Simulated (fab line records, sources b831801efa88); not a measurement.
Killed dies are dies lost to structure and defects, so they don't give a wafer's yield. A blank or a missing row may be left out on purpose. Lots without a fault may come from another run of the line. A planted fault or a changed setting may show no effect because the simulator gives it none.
A struck lot beside a sound one | flow sky130 | 14 steps out of a route of 708
Sound: wafers L403.2, L403.3, L403.6. Struck: wafer L405.3. (L405.2, L405.6 of the same lot were not struck and are left out.) The cause comes at the end.
At each step with rows: each side's tool, then ch and its chambers, then its first start. Under that, the readings that differ: sound wafers | struck wafers | difference of the means | sigmas: that difference in standard deviations of wafers without a fault.
alike: readings whose means differ by less than 2 such deviations, and words and numbers that are the same on both sides. not compared: withheld readings, readings that some wafer has no value for, bounds like >300 that may hide the same value, and numbers for which the record gives no deviation and whose values overlap.
The two part at a step that has a row with sigmas, a row that says differs or no value, or rows on one side only. Numbers that don't overlap but have no deviation are shown without sigmas and don't part them. A reading that every wafer of one side lacks parts them only if that side has two wafers or more.

SKY_VIA2_CD_MEAS_12: target cd 200 nm.
  sound on cd_sem-02, day 36 19:09; struck on cd_sem-02, day 37 08:21
  alike: cd_nm
SKY_VIA2_OVL_MEAS_13:
  sound on overlay-02, day 36 19:16; struck on overlay-01, day 37 08:28
  alike: VIA2_OVL
SKY_VIA2_ETCH_14: etches BARC in N2/H2, stops on SiO2, time 45.9 s, target depth 60 nm.
  sound on rie_diel-02 ch 0,1,3, day 36 19:17; struck on rie_diel-04 ch 0, day 37 08:29
  alike: bias_w, drypump_motor_current_A, oes_product_au, throttle_valve_pct
  not compared: rf_hours_counter_h
SKY_VIA2_ETCH_15: etches SiO2 in C4F8/O2/Ar, stops on TiN, target depth 546 nm, time 84 s.
  sound on rie_diel-02 ch 0,1,3, day 36 19:20; struck on rie_diel-04 ch 0, day 37 08:32
  alike: bias_w, oes_product_au
  not compared: rf_hours_counter_h
then, 4 steps without rows for these wafers: SKY_VIA2_STRIP_16 (strips in O2/N2); SKY_VIA2_STRIP_17 (strips in post etch residue remover, time 1200 s); SKY_VIA2_CLEAN_18 (cleans in IPA, time 180 s); SKY_VIA2_CLEAN_19 (cleans in O3/DIW).
SKY_VIA2_SPUTTER_20: material TiN, target thk 20 nm, time 80 s.
  sound on pvd_sputter-01, day 36 20:04; struck on pvd_sputter-01, day 37 09:13
  alike: throttle_valve_pct
SKY_VIA2_CVD_21: deposits W, target thk 420 nm, time 126.4 s.
  sound on cvd_w-01 ch 0, day 36 20:11; struck on cvd_w-02 ch 1, day 37 09:17
  alike: heater_power_w
SKY_VIA2_RS_MEAS_22: measures by four-point-probe.
  sound on film_metro-04, day 36 20:25; struck on film_metro-04, day 37 09:26
  alike: VIA2_W_RS
SKY_VIA2_THK_MEAS_23: measures by xrf.
  sound on film_metro-04, day 36 20:31; struck on film_metro-04, day 37 09:32
  reading         | sound       | struck | difference | sigmas
  VIA2_W_THK (nm) | 419 422 425 | 401    | -21        | -2
SKY_VIA2_CMP_24: polishes, stops on SiO2, t overpolish 20 s, target thk 0 nm.
  sound on cmp-02 ch 1,3, day 36 20:34; struck on cmp-01 ch 3, day 37 09:41
  reading                | sound                | struck | difference | sigmas
  overpolish_run_s (s)   | 20.006 20.011 19.993 | 0.050  | -19.953    | -99 or more
  time_to_endpoint_s (s) | 102 100 100          | 156    | +55        | +13
  alike: edge_zone_pressure_frac, motor_current_A
SKY_METAL3_SPUTTER_00: material Ti, target thk 15 nm, time 10 s.
  the record has rows for the sound wafers here (pvd_sputter-03, day 36 20:52) and none for the struck ones

WHERE THEY PART
First at SKY_VIA2_THK_MEAS_23; last, within this record, at SKY_METAL3_SPUTTER_00.

WHY: what the simulator had put in
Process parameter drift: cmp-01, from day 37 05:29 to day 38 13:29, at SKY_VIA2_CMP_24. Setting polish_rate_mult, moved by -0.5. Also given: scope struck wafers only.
